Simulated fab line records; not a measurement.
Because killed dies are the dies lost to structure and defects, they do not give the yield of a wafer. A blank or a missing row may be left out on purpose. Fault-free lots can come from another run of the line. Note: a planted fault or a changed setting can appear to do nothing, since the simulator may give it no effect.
fab line records	flow gf180mcu
record lots=6	wafers=18	lastDay=33
route steps=602 shown M2@372 V2@382 M3@409 PASSIVATION@602
lots that met no fault: taken from a fault-free run of the same line
startH: hours from the record's opening day to when the first of the lot's shown wafers began	waitH: hours elapsed since this lot's preceding step	" as in the row above	L1.1+2: one row covering several wafers at once	- either no value or no given start	* or withheld: withheld	< > ~ a bound
route shown NAME@n: a module of which the file shows steps, and the number in the route of the first	usual: mean/standard deviation of fault-free wafers	same: alike in all rows	chamber/n: place in a boat	sites: per-site readings	_std_site: their standard deviation	_edge_site: mean of outer sites minus mean of inner sites	radiusMm: for every site, how far away it sits from the centre of the wafer	mask NAME#n: copy n	behind: tool/chamber where the wafer was last shaped	hold: what put the lot on hold/how long, in hours/how the hold closed	device: transistor that didn't switch, given as n, p or np	end of line: tests run on the same wafers once the route is complete	step lacking rows: just its recipe	killed: count of dies lost to structure and defects at first sort (not the wafer's yield)	map: dies across one wafer; x = killed, . = not, _ = none there
set.NAME: the setting that was run; set.NAME@STEP: the one run at that earlier step	model.NAME: the simulator's own value behind a step, which no gauge read
lots at some steps of the route; a table a step, a row a wafer
services: from which hour (startH, from the record's first day; less than 0 if before it) a tool's chamber was out of use, for how many hours, and why
## steps
# step GF_M2_SOFTBAKE_10
# recipe tempC=130	timeS=60	resist=KrF
# step GF_M2_EXPOSE_11
# recipe maskId=Metal2	targetCdNm=280	na=0.68	sourceShape=conventional	sigmaOuter=0.6	doseMj=28
# step GF_M2_PEB_12
# recipe pebTempC=135	pebTimeS=90	resist=KrF
# step GF_M2_DEVELOP_13
# recipe developTimeS=60	devTempC=21
# step GF_M2_CD_MEAS_14
# recipe targetCdNm=280
# usual cdNm=280.0/1.2
lot.wafer	tool	chamber	startH	waitH	cdNm
L745.1	cdSem-02	-	473.31	0.1	281.6
L745.4	"	-	"	"	281.3
L745.5	"	-	"	"	280.5
L748.2	cdSem-02	-	493.98	0.1	279.7
L748.5	"	-	"	"	278.9
L748.6	"	-	"	"	279.8
L753.2	cdSem-02	-	537.56	0.1	278.7
L753.3	"	-	"	"	280.9
L753.6	"	-	"	"	280.5
L754.2	cdSem-01	-	541.60	0.1	280.8
L754.4	"	-	"	"	280.9
L754.5	"	-	"	"	281.0
L757.1	cdSem-02	-	564.91	0.1	280.0
L757.2	"	-	"	"	281.7
L757.6	"	-	"	"	279.5
L762.2	cdSem-01	-	603.48	0.1	281.0
L762.3	"	-	"	"	280.1
L762.5	"	-	"	"	279.7
# step GF_M2_OVL_MEAS_15
# usual M2_OVL=-4/4.7
lot.wafer	tool	chamber	startH	waitH	M2_OVL[nm]
L745.1	overlay-01	-	473.43	0.1	-2
L745.4	"	-	"	"	-1
L745.5	"	-	"	"	-9
L748.2	overlay-02	-	494.08	0.1	4
L748.5	"	-	"	"	-3
L748.6	"	-	"	"	0
L753.2	overlay-01	-	537.67	0.1	-6
L753.3	"	-	"	"	3
L753.6	"	-	"	"	-7
L754.2	overlay-01	-	541.70	0.1	-8
L754.4	"	-	"	"	-3
L754.5	"	-	"	"	-5
L757.1	overlay-02	-	565.03	0.1	-15
L757.2	"	-	"	"	-6
L757.6	"	-	"	"	1
L762.2	overlay-01	-	603.58	0.1	-8
L762.3	"	-	"	"	7
L762.5	"	-	"	"	0
# step GF_M2_METAL_ETCH_16
# recipe chemistry=Cl2/BCl3	maskMaterial=KrF	targetDepthNm=750.8	stopOn=SiO2	pressureMtorr=8	icpW=800	biasW=140	Cl2_flow_sccm=80	bcl3FlowSccm=40	timeS=125.1
# usual biasW=140.0/0.41	drypumpMotorCurrentA=5.65/0.26	oesProductAu=0.990/0.0073	throttleValvePct=28.230/0.01
lot.wafer	tool	chamber	startH	waitH	biasW	drypumpMotorCurrentA	oesProductAu	rfHoursCounterH	throttleValvePct
L745.1	rieMetal-03	0	473.46	0.0	140.1	5.95	0.995	3	28.220
L745.4	"	1	"	"	139.7	5.54	0.993	-	28.248
L745.5	"	1	"	"	139.8	5.56	0.991	-	28.218
L748.2	rieMetal-03	1	494.11	0.0	139.5	5.55	0.994	13	28.228
L748.5	"	1	"	"	139.7	5.55	0.987	-	28.241
L748.6	"	0	"	"	139.8	5.94	0.997	-	28.232
L753.2	rieMetal-01	0	537.70	0.0	139.9	5.29	0.977	10	28.239
L753.3	"	0	"	"	140.1	5.27	0.973	-	28.244
L753.6	"	1	"	"	139.7	5.89	0.989	-	28.226
L754.2	rieMetal-03	0	541.73	0.0	140.6	5.97	0.997	5	28.218
L754.4	"	0	"	"	140.2	5.94	0.988	-	28.240
L754.5	"	0	"	"	140.4	5.95	0.993	-	28.226
L757.1	rieMetal-01	0	565.06	0.0	139.6	5.21	0.983	11	28.236
L757.2	"	1	"	"	139.9	5.90	0.994	12	28.222
L757.6	"	0	"	"	139.9	5.24	0.986	-	28.240
L762.2	rieMetal-03	0	603.61	0.0	140.3	5.96	0.990	7	28.227
L762.3	"	1	"	"	140.1	5.57	0.990	-	28.229
L762.5	"	1	"	"	140.3	5.55	0.997	-	28.216
# step GF_M2_STRIP_17
# recipe chemistry=O2/N2	powerW=1400	pressureMtorr=1500	platenTempC=250	o2FlowSccm=3000	n2FlowSccm=300	overashFraction=0.5
# step GF_M2_STRIP_18
# recipe chemistry=postEtchResidueRemover	timeS=1200	tempC=72.5
# step GF_M2_CLEAN_19
# recipe chemistry=DIW	dry=n2Spin
# step GF_V2_CVD_00
# recipe material=SiO2	targetThkNm=600	sigmaOpenFrac=0.3	tempC=400	timeS=100	sih4FlowSccm=60	pressureMtorr=6
# step GF_V2_THK_MEAS_01
# recipe reads=SiO2_of_V2_CVD_00
# usual V2_CVD_00_THK=601/8.3
lot.wafer	tool	chamber	startH	waitH	V2_CVD_00_THK[nm]
L745.1	filmMetro-03	-	474.20	0.0	601
L745.4	"	-	"	"	598
L745.5	"	-	"	"	598
L748.2	filmMetro-03	-	495.26	0.0	613
L748.5	"	-	"	"	607
L748.6	"	-	"	"	605
L753.2	filmMetro-03	-	538.44	0.0	601
L753.3	"	-	"	"	595
L753.6	"	-	"	"	595
L754.2	filmMetro-03	-	542.51	0.0	597
L754.4	"	-	"	"	589
L754.5	"	-	"	"	599
L757.1	filmMetro-02	-	565.80	0.0	595
L757.2	"	-	"	"	604
L757.6	"	-	"	"	609
L762.2	filmMetro-04	-	604.36	0.0	611
L762.3	"	-	"	"	612
L762.5	"	-	"	"	608
# step GF_V2_CVD_02
# recipe material=SiO2	targetThkNm=850	precursor=TEOS	tempC=400	timeS=94.851	rfW=600
# usual heaterPowerOuterW=430/60	heaterPowerW=746/89	susceptorTempC=400.04/0.22
lot.wafer	tool	chamber	startH	waitH	heaterPowerOuterW	heaterPowerW	susceptorTempC	model.SiO2_of_V2_CVD_02.thkNm
L745.1	pecvd-01	0	474.26	0.1	428	746	399.95	818.6
L745.4	"	0	"	"	452	773	400.01	832.2
L745.5	"	1	"	"	408	803	399.65	853
L748.2	pecvd-03	0	495.31	0.0	415	671	400.04	848.5
L748.5	"	1	"	"	548	844	399.98	868.8
L748.6	"	2	"	"	314	619	400.02	860.2
L753.2	pecvd-03	0	538.49	0.0	406	674	400.02	284.9
L753.3	"	1	"	"	551	816	400.32	857.4
L753.6	"	2	"	"	404	773	400.08	863.8
L754.2	pecvd-04	1	542.56	0.0	524	883	400.08	856.9
L754.4	"	2	"	"	346	603	400.25	872.8
L754.5	"	0	"	"	434	762	400.24	888.9
L757.1	pecvd-03	1	565.86	0.1	543	839	400.47	840.9
L757.2	"	2	"	"	411	748	400.23	305.9
L757.6	"	2	"	"	308	612	400.03	868
L762.2	pecvd-01	1	604.41	0.0	436	837	400.00	857.2
L762.3	"	0	"	"	437	746	399.83	852.8
L762.5	"	2	"	"	396	696	399.98	864
# step GF_V2_THK_MEAS_03
# recipe reads=SiO2_of_V2_CVD_02
# usual V2_CVD_02_THK=856/13
lot.wafer	tool	chamber	startH	waitH	V2_CVD_02_THK[nm]
L745.1	filmMetro-04	-	474.33	0.0	819
L745.4	"	-	"	"	833
L745.5	"	-	"	"	853
L748.2	filmMetro-02	-	495.39	0.0	848
L748.5	"	-	"	"	869
L748.6	"	-	"	"	860
L753.2	filmMetro-02	-	538.57	0.0	285
L753.3	"	-	"	"	857
L753.6	"	-	"	"	864
L754.2	filmMetro-04	-	542.64	0.0	857
L754.4	"	-	"	"	872
L754.5	"	-	"	"	888
L757.1	filmMetro-04	-	565.93	0.0	840
L757.2	"	-	"	"	306
L757.6	"	-	"	"	867
L762.2	filmMetro-03	-	604.49	0.0	857
L762.3	"	-	"	"	853
L762.5	"	-	"	"	863
# step GF_V2_CMP_04
# recipe material=SiO2	downForcePsi=4	platenRpm=60	padVelocityMS=0.94248
# usual motorCurrentA=12.4/1.3	timeToEndpointS=84/6.7
lot.wafer	tool	chamber	startH	waitH	motorCurrentA	timeToEndpointS
L745.1	cmp-02	2	474.44	0.1	10.8	71
L745.4	"	3	"	"	13.1	79
L745.5	"	1	"	"	14.1	84
L748.2	cmp-02	3	495.59	0.2	12.9	85
L748.6	"	0	"	"	13.7	94
L748.5	"	1	"	"	15.2	90
L753.2	cmp-01	0	538.67	0.1	11.4	-
L753.3	"	2	"	"	13.3	-
L753.6	"	3	"	"	11.0	-
L754.4	cmp-02	1	542.69	0.0	14.3	87
L754.2	"	0	"	"	13.4	90
L754.5	"	2	"	"	10.5	95
L757.2	cmp-01	2	565.99	0.0	13.0	-
L757.1	"	0	"	"	12.6	-
L757.6	"	3	"	"	10.7	-
L762.2	cmp-02	0	604.64	0.1	13.5	92
L762.3	"	1	"	"	14.9	81
L762.5	"	3	"	"	13.0	87
# step GF_V2_BOW_MEAS_05
# recipe mode=bow
# usual V2_BOW=99/9.1
lot.wafer	tool	chamber	startH	waitH	V2_BOW[um]
L745.1	filmMetro-03	-	474.69	0.2	99
L745.4	"	-	"	"	103
L745.5	"	-	"	"	108
L748.2	filmMetro-04	-	495.76	0.1	103
L748.5	"	-	"	"	104
L748.6	"	-	"	"	98
L753.2	filmMetro-02	-	538.94	0.2	87
L753.3	"	-	"	"	96
L753.6	"	-	"	"	98
L754.2	filmMetro-04	-	543.01	0.1	78
L754.4	"	-	"	"	86
L754.5	"	-	"	"	85
L757.1	filmMetro-02	-	566.29	0.1	99
L757.2	"	-	"	"	93
L757.6	"	-	"	"	104
L762.2	filmMetro-03	-	604.86	0.2	100
L762.3	"	-	"	"	96
L762.5	"	-	"	"	100
# step GF_V2_DEHYDRATE_06
# recipe tempC=200	timeS=60
# step GF_V2_HMDS_07
# recipe primeTimeS=60	primeTempC=120
# step GF_V2_COAT_08
# recipe resist=BARC	tempC=withheld	timeS=withheld	spinRpm=withheld	resistThkNm=withheld
# step GF_V2_COAT_09
# recipe resist=KrF	spinRpm=withheld	resistThkNm=1000
# step GF_V2_SOFTBAKE_10
# recipe tempC=130	timeS=60	resist=KrF
# step GF_V2_EXPOSE_11
# recipe maskId=Via2	targetCdNm=260	na=0.68	sourceShape=conventional	sigmaOuter=0.6	doseMj=38
# step GF_V2_PEB_12
# recipe pebTempC=135	pebTimeS=90	resist=KrF
# step GF_V2_DEVELOP_13
# recipe developTimeS=60	resist=KrF	devTempC=21
# step GF_V2_CD_MEAS_14
# recipe targetCdNm=260
# usual cdNm=259.9/1.2
lot.wafer	tool	chamber	startH	waitH	cdNm
L745.1	cdSem-01	-	498.76	0.1	260.8
L745.4	"	-	"	"	259.1
L745.5	"	-	"	"	259.5
L748.2	cdSem-02	-	519.55	0.1	261.9
L748.5	"	-	"	"	260.1
L748.6	"	-	"	"	261.7
L753.2	cdSem-01	-	561.05	0.1	261.4
L753.3	"	-	"	"	262.0
L753.6	"	-	"	"	261.8
L754.2	cdSem-02	-	565.45	0.1	258.5
L754.4	"	-	"	"	259.6
L754.5	"	-	"	"	258.7
L757.1	cdSem-02	-	587.63	0.1	259.9
L757.2	"	-	"	"	260.1
L757.6	"	-	"	"	259.7
L762.2	cdSem-01	-	625.73	0.1	259.1
L762.3	"	-	"	"	260.0
L762.5	"	-	"	"	259.1
# step GF_V2_OVL_MEAS_15
# usual V2_OVL=4/5.8
lot.wafer	tool	chamber	startH	waitH	V2_OVL[nm]
L745.1	overlay-01	-	498.88	0.1	-6
L745.4	"	-	"	"	4
L745.5	"	-	"	"	-4
L748.2	overlay-02	-	519.66	0.1	11
L748.5	"	-	"	"	8
L748.6	"	-	"	"	11
L753.2	overlay-02	-	561.15	0.1	-2
L753.3	"	-	"	"	0
L753.6	"	-	"	"	0
L754.2	overlay-02	-	565.55	0.1	-1
L754.4	"	-	"	"	1
L754.5	"	-	"	"	3
L757.1	overlay-01	-	587.75	0.1	10
L757.2	"	-	"	"	9
L757.6	"	-	"	"	3
L762.2	overlay-02	-	625.83	0.1	1
L762.3	"	-	"	"	-5
L762.5	"	-	"	"	3
# step GF_V2_ETCH_16
# recipe chemistry=N2/H2	targetDepthA=withheld	overetchA=withheld	timeS=withheld	target=BARC	ionEnergyEv=200	sourceW=500	biasW=100	pressureMtorr=30	n2FlowSccm=100	h2FlowSccm=200
# step GF_V2_ETCH_17
# recipe chemistry=C4F8/O2/Ar	maskMaterial=KrF	target=SiO2	stopOn=TiN	sourceW=1500	biasW=1200	pressureMtorr=40	c4f8FlowSccm=withheld	O2_flow_sccm=6	Ar_flow_sccm=300	timeS=withheld	targetDepthA=6300
# usual biasW=1200/3.8	oesProductAu=0.855/0.0044
lot.wafer	tool	chamber	startH	waitH	biasW	oesProductAu	model.etch.depthNm	model.V2.featureDepthNm
L745.1	rieDiel-01	2	-	-	1200	0.856	632.5	632.5
L745.4	"	3	"	"	1204	0.853	632.5	632.5
L745.5	"	2	"	"	1200	0.857	632.6	632.6
L748.2	rieDiel-03	0	-	-	1200	0.853	632.4	632.4
L748.5	"	1	"	"	1193	0.854	632.7	632.7
L748.6	"	2	"	"	1201	0.855	634.8	634.8
L753.2	rieDiel-01	2	-	-	1204	0.588	284.9	284.9
L753.3	"	1	"	"	1208	0.853	632.9	632.9
L753.6	"	2	"	"	1206	0.851	630.8	630.8
L754.2	rieDiel-04	0	-	-	1202	0.858	634.5	634.5
L754.4	"	1	"	"	1197	0.855	631.9	631.9
L754.5	"	3	"	"	1193	0.858	632.5	632.5
L757.1	rieDiel-01	0	-	-	1202	0.853	631.7	631.7
L757.2	"	2	"	"	1205	0.608	305.9	305.9
L757.6	"	0	"	"	1199	0.852	633	633
L762.2	rieDiel-03	3	-	-	1198	0.860	633.9	633.9
L762.3	"	2	"	"	1201	0.858	631.8	631.8
L762.5	"	2	"	"	1189	0.859	632.4	632.4
# step GF_V2_STRIP_18
# recipe chemistry=O2/N2	powerW=1400	pressureMtorr=1500	platenTempC=250	o2FlowSccm=3000	n2FlowSccm=300	overashFraction=0.5
# step GF_V2_STRIP_19
# recipe chemistry=postEtchResidueRemover	timeS=1200	tempC=72.5
# step GF_V2_CLEAN_20
# recipe chemistry=DIW	dry=n2Spin
# step GF_V2_SPUTTER_21
# recipe material=Ti	targetThkNm=15	chamberPressurePa=5	powerW=2500	substrateTempC=200	timeS=80.02
# step GF_V2_SPUTTER_22
# recipe material=TiN	targetThkNm=10	chamberPressurePa=5	powerW=4000	timeS=40
# usual throttleValvePct=30.2/0.74
lot.wafer	tool	chamber	startH	waitH	throttleValvePct
L745.1	pvdSputter-03	-	499.78	0.0	30.5
L745.4	"	-	"	"	29.4
L745.5	"	-	"	"	30.3
L748.2	pvdSputter-01	-	520.42	0.0	31.3
L748.5	"	-	"	"	29.2
L748.6	"	-	"	"	30.4
L753.2	pvdSputter-02	-	561.90	0.0	30.7
L753.3	"	-	"	"	30.8
L753.6	"	-	"	"	30.2
L754.2	pvdSputter-02	-	566.30	0.0	30.2
L754.4	"	-	"	"	31.4
L754.5	"	-	"	"	30.5
L757.1	pvdSputter-03	-	588.51	0.0	29.6
L757.2	"	-	"	"	29.3
L757.6	"	-	"	"	29.5
L762.2	pvdSputter-03	-	626.68	0.0	30.3
L762.3	"	-	"	"	30.5
L762.5	"	-	"	"	30.4
# step GF_V2_CVD_23
# recipe material=W	targetThkNm=350	timeS=104.94	tempC=400	pressureTorr=40
# usual heaterPowerOuterW=514/16	heaterPowerW=810/17	susceptorTempC=400.02/0.22
lot.wafer	tool	chamber	startH	waitH	heaterPowerOuterW	heaterPowerW	susceptorTempC
L745.1	cvdW-01	0	499.81	0.0	522	822	399.88
L745.4	"	1	"	"	499	826	399.91
L745.5	"	1	"	"	516	808	399.94
L748.2	cvdW-02	0	520.46	0.0	486	784	399.45
L748.5	"	1	"	"	535	793	400.33
L748.6	"	0	"	"	499	810	399.82
L753.2	cvdW-02	0	561.94	0.0	486	789	399.68
L753.3	"	1	"	"	551	789	400.07
L753.6	"	0	"	"	495	796	400.09
L754.2	cvdW-01	1	566.38	0.1	509	838	400.24
L754.4	"	1	"	"	507	817	400.25
L754.5	"	1	"	"	507	823	400.23
L757.1	cvdW-02	1	588.55	0.0	533	809	400.38
L757.2	"	0	"	"	481	820	399.72
L757.6	"	1	"	"	547	821	400.13
L762.2	cvdW-02	1	626.72	0.0	529	821	400.05
L762.3	"	1	"	"	526	802	399.87
L762.5	"	0	"	"	488	795	399.86
# step GF_V2_RS_MEAS_24
# recipe thkMeasGauge=four-point-probe	reads=W_of_V2_CVD_23+TiN_of_V2_SPUTTER_22+Ti_of_V2_SPUTTER_21
# usual V2_W_RS=0.326/0.0049
lot.wafer	tool	chamber	startH	waitH	V2_W_RS[ohm/sq]
L745.1	filmMetro-02	-	499.93	0.1	0.325
L745.4	"	-	"	"	0.323
L745.5	"	-	"	"	0.324
L748.2	filmMetro-02	-	520.59	0.1	0.328
L748.5	"	-	"	"	0.317
L748.6	"	-	"	"	0.327
L753.2	filmMetro-03	-	562.08	0.1	0.333
L753.3	"	-	"	"	0.325
L753.6	"	-	"	"	0.331
L754.2	filmMetro-04	-	566.59	0.2	0.332
L754.4	"	-	"	"	0.327
L754.5	"	-	"	"	0.326
L757.1	filmMetro-02	-	588.66	0.1	0.320
L757.2	"	-	"	"	0.332
L757.6	"	-	"	"	0.324
L762.2	filmMetro-02	-	626.85	0.1	0.322
L762.3	"	-	"	"	0.325
L762.5	"	-	"	"	0.332
# step GF_V2_THK_MEAS_25
# recipe thkMeasGauge=xrf	reads=W_of_V2_CVD_23
# usual V2_W_THK=360/7.5
lot.wafer	tool	chamber	startH	waitH	V2_W_THK[nm]
L745.1	filmMetro-02	-	500.05	0.1	359
L745.4	"	-	"	"	364
L745.5	"	-	"	"	363
L748.2	filmMetro-02	-	520.70	0.1	356
L748.5	"	-	"	"	371
L748.6	"	-	"	"	359
L753.2	filmMetro-03	-	562.19	0.1	359
L753.3	"	-	"	"	368
L753.6	"	-	"	"	362
L754.2	filmMetro-04	-	566.70	0.1	348
L754.4	"	-	"	"	351
L754.5	"	-	"	"	354
L757.1	filmMetro-02	-	588.78	0.1	365
L757.2	"	-	"	"	351
L757.6	"	-	"	"	361
L762.2	filmMetro-02	-	626.96	0.1	360
L762.3	"	-	"	"	357
L762.5	"	-	"	"	348
# step GF_V2_CMP_26
# recipe stopOn=SiO2	downForcePsi=3.5	platenRpm=60	tOverpolishS=15	targetThkNm=0	padVelocityMS=0.94248
# usual motorCurrentA=11.5/1.1	overpolishRunS=15.000/0.0094	timeToEndpointS=87/4.7
# same tOverpolishS=15
lot.wafer	tool	chamber	startH	waitH	motorCurrentA	overpolishRunS	timeToEndpointS	model.SiO2_of_V2_CVD_02.thkNm
L745.1	cmp-02	0	500.11	0.1	12.1	15.010	93	628.7
L745.4	"	2	"	"	10.9	15.022	84	628.7
L745.5	"	1	"	"	13.1	14.998	83	628.8
L748.2	cmp-02	1	520.90	0.2	13.7	14.998	84	628.6
L748.5	"	2	"	"	10.3	14.998	92	628.9
L748.6	"	3	"	"	12.6	14.998	90	631
L753.3	cmp-02	2	562.24	0.0	10.0	15.003	85	629.1
L753.2	"	0	"	"	12.4	15.013	91	281.2
L753.6	"	3	"	"	11.8	14.997	83	627
L754.2	cmp-02	0	566.80	0.1	12.3	15.001	89	630.8
L754.4	"	1	"	"	13.5	15.017	82	628.2
L754.5	"	0	"	"	11.7	15.013	92	628.7
L757.1	cmp-02	2	588.89	0.1	10.4	14.983	89	627.9
L757.2	"	3	"	"	11.2	14.989	84	302.1
L757.6	"	1	"	"	12.4	15.008	85	629.2
L762.3	cmp-01	2	627.11	0.1	12.1	15.008	96	628.1
L762.2	"	1	"	"	10.4	15.007	85	630.2
L762.5	"	3	"	"	10.4	15.001	83	628.7
# step GF_M3_SPUTTER_00
# recipe material=Ti	targetThkNm=37.5	arrivingIonEnergyEv=80	substrateTempC=200	chamberPressurePa=2	powerW=4000	timeS=150
# usual throttleValvePct=30.2/0.7
lot.wafer	tool	chamber	startH	waitH	throttleValvePct
L745.1	pvdSputter-03	-	500.41	0.2	30.5
L745.4	"	-	"	"	29.7
L745.5	"	-	"	"	30.3
L748.2	pvdSputter-02	-	521.05	0.1	31.1
L748.5	"	-	"	"	30.8
L748.6	"	-	"	"	30.7
L753.2	pvdSputter-04	-	562.54	0.1	30.1
L753.3	"	-	"	"	30.6
L753.6	"	-	"	"	30.1
L754.2	pvdSputter-03	-	567.05	0.2	30.3
L754.4	"	-	"	"	30.2
L754.5	"	-	"	"	30.2
L757.1	pvdSputter-02	-	589.14	0.2	30.7
L757.2	"	-	"	"	30.8
L757.6	"	-	"	"	30.6
L762.2	pvdSputter-02	-	627.41	0.1	30.7
L762.3	"	-	"	"	30.5
L762.5	"	-	"	"	31.5
# step GF_PASSIVATION_PROBE_99
lot.wafer	tool	chamber	startH	waitH	model.etest.met3Comb.leakLog10AUm	model.etest.via2Chain.rcOhm
L745.1	prober-01	-	702.12	0.1	-12.08	6.276
L745.4	prober-01	-	702.27	0.2	-11.97	6.297
L745.5	prober-01	-	702.32	0.2	-12.16	6.491
L748.2	prober-02	-	718.42	0.1	-11.97	6.308
L748.5	prober-02	-	718.57	0.2	-11.78	6.191
L748.6	prober-02	-	718.62	0.2	-12.01	6.635
L753.2	prober-01	-	751.59	0.1	-7.179	5.388
L753.3	prober-01	-	751.64	0.2	-12.06	6.393
L753.6	prober-01	-	751.79	0.2	-11.86	6.293
L754.2	prober-02	-	754.99	0.1	-12	6.44
L754.4	prober-02	-	755.09	0.2	-12.12	6.264
L754.5	prober-02	-	755.14	0.2	-11.83	6.739
L757.1	prober-01	-	771.43	0.1	-12.22	6.626
L757.2	prober-01	-	771.48	0.1	-7.127	5.651
L757.6	prober-01	-	771.68	0.2	-12.17	6.357
L762.2	prober-02	-	800.64	0.1	-12.1	6.272
L762.3	prober-02	-	800.69	0.2	-12.05	6.474
L762.5	prober-02	-	800.79	0.2	-12.1	6.884
# killed by level:class
L745.1 CONTACT:geometricParticle:open=7 V3:geometricParticle:open=7 V5:geometricParticle:open=6 STI:geometricParticle:short=5 V2:geometricParticle:open=4 V1:geometricParticle:open=3 M2:geometricParticle:short=3 M1:geometricParticle:short=2
L745.4 V2:geometricParticle:open=8 V5:geometricParticle:open=6 CONTACT:geometricParticle:short=5 CONTACT:geometricParticle:open=5 V3:geometricParticle:short=4 V4:geometricParticle:open=4 STI:geometricParticle:open=3 STI:geometricParticle:short=3
L745.5 CONTACT:geometricParticle:open=9 V5:geometricParticle:open=8 V3:geometricParticle:open=6 STI:geometricParticle:short=4 V4:geometricParticle:short=4 V2:geometricParticle:short=4 CONTACT:geometricParticle:short=3 V1:geometricParticle:open=3
L748.2 V5:geometricParticle:open=5 STI:geometricParticle:open=4 V1:geometricParticle:open=4 V2:geometricParticle:open=4 V3:geometricParticle:open=4 STI:geometricParticle:short=3 CONTACT:geometricParticle:open=3 CONTACT:geometricParticle:short=2
L748.5 V1:geometricParticle:open=8 CONTACT:geometricParticle:open=4 CONTACT:geometricParticle:short=3 M1:geometricParticle:short=3 V3:geometricParticle:open=3 STI:geometricParticle:short=2 M5:geometricParticle:short=2 POLY_GATE:geometricParticle:short=2
L748.6 CONTACT:geometricParticle:open=4 V4:geometricParticle:open=4 M5:geometricParticle:short=4 STI:geometricParticle:short=3 V1:geometricParticle:short=3 CONTACT:geometricParticle:short=3 M1:geometricParticle:short=3 V2:geometricParticle:open=3
L754.2 V4:geometricParticle:open=6 V1:geometricParticle:open=5 V2:geometricParticle:open=5 CONTACT:geometricParticle:open=4 STI:geometricParticle:short=3 STI:geometricParticle:open=3 M1:geometricParticle:short=3 V1:geometricParticle:short=3
L754.4 CONTACT:geometricParticle:open=6 V1:geometricParticle:open=6 CONTACT:geometricParticle:short=3 V1:geometricParticle:short=3 M2:geometricParticle:short=3 V3:geometricParticle:open=3 V5:geometricParticle:open=3 POLY_GATE:geometricParticle:open=2
L754.5 V4:geometricParticle:open=8 CONTACT:geometricParticle:open=5 V1:geometricParticle:short=4 V1:geometricParticle:open=4 STI:geometricParticle:short=3 V2:geometricParticle:open=3 V5:geometricParticle:open=3 M2:geometricParticle:short=2
L762.2 V3:geometricParticle:open=7 M1:geometricParticle:short=4 STI:geometricParticle:short=3 V1:geometricParticle:short=3 V1:geometricParticle:open=3 V2:geometricParticle:open=3 V3:geometricParticle:short=3 V4:geometricParticle:short=3
L762.3 V2:geometricParticle:open=5 V5:geometricParticle:open=5 CONTACT:geometricParticle:open=4 V4:geometricParticle:open=4 V1:geometricParticle:open=3 V3:geometricParticle:short=3 V5:geometricParticle:short=3 STI:geometricParticle:short=2
L762.5 V1:geometricParticle:open=6 CONTACT:geometricParticle:open=5 V2:geometricParticle:open=5 CONTACT:geometricParticle:short=4 V3:geometricParticle:open=4 V4:geometricParticle:open=4 V5:geometricParticle:open=3 M5:geometricParticle:short=2
## services
tool	chamber	startH	hours	kind
cmp-02	-	451.15	1.5	repair
rieMetal-03	-	456.57	14.6	pm
cmp-01	-	458.54	0.6	repair
cmp-01	-	461.79	1.3	repair
cmp-02	-	466.76	0.7	repair
cmp-02	-	468.67	0.9	repair
rieDiel-03	-	469.79	1.4	repair
cmp-02	-	481.50	7.1	pm
pecvd-04	2	482.26	4.5	repair
rieDiel-04	0	483.45	9.7	repair
rieDiel-01	-	489.87	2.8	pm
pvdSputter-02	-	499.35	2.1	repair
pecvd-01	-	509.16	0.4	repair
pecvd-04	-	512.85	0.8	repair
pvdSputter-03	-	515.11	2.0	repair
pecvd-04	-	516.35	1.5	repair
rieDiel-01	1	520.71	33.1	repair
cmp-01	-	526.26	4.3	pm
pvdSputter-02	-	543.45	4.4	repair
cvdW-01	0	564.26	5.2	repair
cmp-02	-	572.49	4.0	pm
rieMetal-01	-	577.41	14.6	pm
cvdW-01	-	580.15	0.9	repair
rieDiel-03	-	583.64	14.6	pm
## key
firstSign step=GF_V2_THK_MEAS_03	reading=V2_CVD_02_THK	direction=down	sigmas=42	usual=856	struck=296
effect step=GF_V2_ETCH_17	reading=oesProductAu	direction=down	sigmas=58	usual=0.855	struck=0.598
modelEffect step=GF_V2_CVD_02	value=SiO2_of_V2_CVD_02.thkNm	without=849.3	struck=295.4
modelEffect step=GF_V2_ETCH_17	value=etch.depthNm	without=632.8	struck=295.4
modelEffect step=GF_V2_CMP_26	value=SiO2_of_V2_CVD_02.thkNm	without=629	struck=291.6
modelEffect step=GF_PASSIVATION_PROBE_99	value=etest.met3Comb.leakLog10AUm	without=-12	struck=-7.153
metAt GF_V2_CVD_02
struckWafers L753.2,L757.2
sortLeftOut L753.2,L757.2
onsetBetween 495.31 538.49
fault kind=processParameterDrift	tool=pecvd-03	chamber=-	onsetH=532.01	steps=GF_V2_CVD_02	channel=targetThkNm	offset=-558.06	shape=step	endH=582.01	scope=struckWafersOnly	actsIn=theseRecipesOnly	stated=850
# sortLeftOut: the simulated sort isn't trusted on such a fault, so these wafers' sort isn't shown, and their yield isn't known
